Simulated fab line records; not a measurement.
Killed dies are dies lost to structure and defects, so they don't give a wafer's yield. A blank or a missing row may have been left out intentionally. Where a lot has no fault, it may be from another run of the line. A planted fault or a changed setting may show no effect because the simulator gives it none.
Struck lot and sound lot, side by side / flow sfqLine / 21 out of 325 route steps
Sound: the wafers L549.1, L549.3, L549.4. Struck: wafers L553.3, L553.6. (L553.4 of the same lot was not struck and is left out.) The cause comes at the end.
Each step with rows lists, per side, the tool, then ch with its chambers, then its first start. Under that, the readings that differ: sound wafers / struck wafers / difference of the means / sigmas: that difference in standard deviations of wafers without a fault.
alike: a reading whose means differ by less than 2 such deviations, as well as words and numbers matching on both sides. not compared: withheld readings; readings where some wafer has no value; bounds like >300 that might hide an equal value; numbers whose values overlap and for which the record gives no deviation.
A row with sigmas, a row that says differs or no value, or rows on one side alone: a step with any of these is where the two part. Numbers that don't overlap but have no deviation are shown without sigmas and don't part them. A reading that every wafer of one side lacks parts them only if that side has two wafers or more.

first, 2 steps without rows for these wafers: SFQ_TRILAYER_M1_LITHO_PEB_042 (peb time 60 s); SFQ_TRILAYER_M1_LITHO_DEVELOP_041 (time 60 s).
SFQ_M1_OVL_MEAS_911:
  sound on overlay-02, day 22 08:01; struck on overlay-01, day 25 11:06
  alike: M1_OVL
SFQ_TRILAYER_M1_BARC_OPEN_METAL_ETCH_054: etches BARC in O2, target depth 125 nm, time 41.7 s.
  sound on rieMetal-03 ch 0,1, day 22 08:03; struck on rieMetal-04 ch 1, day 25 11:08
  alike: drypumpMotorCurrentA, oesProductAu
  not compared: rfHoursCounterH
SFQ_TRILAYER_M1_ETCH_METAL_ETCH_042: etches Nb in Cl2/Ar, stops on SiO2, target depth 240 nm, time 120 s.
  sound on rieMetal-03 ch 0,1, day 22 08:07; struck on rieMetal-04 ch 1, day 25 11:13
  alike: drypumpMotorCurrentA, oesProductAu
  not compared: rfHoursCounterH
then, 4 steps without rows for these wafers: SFQ_TRILAYER_M1_STRIP_STRIP_043 (strips in O2); SFQ_TRILAYER_M1_STRIP_SOLV_CLEAN_044 (cleans in NMP, time 600 s); SFQ_TRILAYER_I1_DEP_PECVD_045 (deposits SiO2 from SiH4/N2O, time 111.11 s, target thk 500 nm); SFQ_TRILAYER_I1_CMP_CMP_046 (polishes SiO2).
SFQ_I1_BOW_MEAS_912:
  sound on filmMetro-01, day 22 13:16; struck on filmMetro-01, day 25 15:12
  alike: I1_BOW
SFQ_TRILAYER_I1_METRO_MEASURE_047:
  sound on filmMetro-01, day 22 13:23; struck on filmMetro-01, day 25 15:41
  alike: thkNm
then, 1 step without rows for these wafers: SFQ_TRILAYER_I1_VIA_LITHO_COAT_054 (resist thk 62 nm).
SFQ_TRILAYER_I1_VIA_LITHO_COAT_049: resist thk 650 nm.
  sound on lithoTrack-03 ch 0, day 22 14:53; struck on lithoTrack-02 ch 0, day 25 16:53
reading=model.KrF_of_TRILAYER_I1_VIA_LITHO_COAT_049.thkNm (nm); sound=650.8 650.5 647.9; struck=659.6 660.5; difference=+10.3; sigmas=
then, 4 steps without rows for these wafers: SFQ_TRILAYER_I1_VIA_LITHO_SOFTBAKE_053; SFQ_TRILAYER_I1_VIA_LITHO_EXPOSE_050 (exposes mask I1, target cd 500 nm); SFQ_TRILAYER_I1_VIA_LITHO_PEB_052 (peb time 60 s); SFQ_TRILAYER_I1_VIA_LITHO_DEVELOP_051 (time 60 s).
-- the record jumps here: 6 days lie between the struck wafers' starts before and after --
SFQ_I1_OVL_MEAS_913:
  sound on overlay-02, day 29 00:55; struck on overlay-02, day 31 08:26
  alike: I1_OVL
SFQ_TRILAYER_I1_VIA_BARC_OPEN_VIA_ETCH_071: etches BARC in O2, target depth 125 nm, time 41.7 s.
  sound on rieDiel-01 ch 0,2,3, day 29 00:57; struck on rieDiel-03 ch 0,2, day 31 08:28
  alike: drypumpMotorCurrentA, oesProductAu
  not compared: rfHoursCounterH
SFQ_TRILAYER_I1_VIA_ETCH_VIA_ETCH_052: etches SiO2 in CHF3, stops on Nb, target depth 260 nm.
  sound on rieDiel-01 ch 0,2,3, day 29 00:59; struck on rieDiel-03 ch 0,2, day 31 08:31
reading=model.KrF_of_TRILAYER_I1_VIA_LITHO_COAT_049.thkNm (nm); sound=528.9 528 525.9; struck=537.6 539.2; difference=+10.8; sigmas=
  alike: drypumpMotorCurrentA, oesProductAu
SFQ_TRILAYER_I1_VIA_STRIP_STRIP_053: strips in O2.
  sound on rieMetal-01 ch 0,1, day 29 01:07; struck on rieMetal-04 ch 0, day 31 08:49
  alike: drypumpMotorCurrentA, oesProductAu
  not compared: rfHoursCounterH

== WHERE THEY PART ==
Nowhere in this record.

WHY: the cause the simulator had injected
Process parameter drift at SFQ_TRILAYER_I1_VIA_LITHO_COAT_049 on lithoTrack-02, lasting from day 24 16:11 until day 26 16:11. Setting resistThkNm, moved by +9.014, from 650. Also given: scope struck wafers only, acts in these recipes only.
